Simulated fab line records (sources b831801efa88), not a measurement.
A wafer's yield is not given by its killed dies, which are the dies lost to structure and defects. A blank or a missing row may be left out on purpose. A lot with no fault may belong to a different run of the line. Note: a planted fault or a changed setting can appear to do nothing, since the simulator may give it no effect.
Chamber matching -- flow gf180mcu -- cmp-02 running GF_V4_CMP_26: 4 sister chambers
The step polishes, stops on SiO2, t overpolish 15 s, target thk 0 nm. 8 wafers are shown with their chamber, then 7 later ones without.

== WAFERS, EACH WITH ITS CHAMBER ==
wafer,chamber,motorCurrentA (A),timeToEndpointS (s)
L361.1,1,11.0,85
L361.4,2,12.4,88
L361.6,0,10.8,85
L362.2,0,10.8,88
L362.3,3,10.9,89
L362.6,2,11.5,92
L366.1,3,10.2,86
L366.2,1,10.4,86

== WAFERS WITH NO CHAMBER GIVEN ==
wafer,motorCurrentA (A),timeToEndpointS (s)
L366.4,11.0,90
L370.2,10.9,87
L370.4,10.2,87
L370.6,11.8,90
L374.2,11.0,85
L374.4,11.2,82
L374.5,11.5,82

== WHICH CHAMBER EACH WENT THROUGH ==
wafer,from the rows above,in truth
L366.4,can't be placed: 3 or 0 or 2 or 1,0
L370.2,can't be placed: 0 or 3 or 1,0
L370.4,can't be placed: 3 or 1 or 0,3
L370.6,2,2
L374.2,can't be placed: 1 or 0 or 3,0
L374.4,can't be placed: 1 or 0 or 3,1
L374.5,can't be placed: 1 or 0 or 3 or 2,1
1 of 7 placed correctly. These rows do not allow placing 6 (true chamber among the candidates in 6). Number placed wrongly: 0.
How it was worked out, from the rows above alone: a wafer's distance from a chamber is the root of the sum, over the readings, of the square of ((its reading less the chamber's mean) divided by the reading's scatter). If the next closest chamber is less than 2 further off than the closest, the wafer can't be placed; otherwise it belongs to the closest. A chamber's mean is the mean of its shown wafers. The scatter: the root of (the sum of the squares of (reading less its chamber's mean) over the shown wafers, divided by (wafers less chambers)).
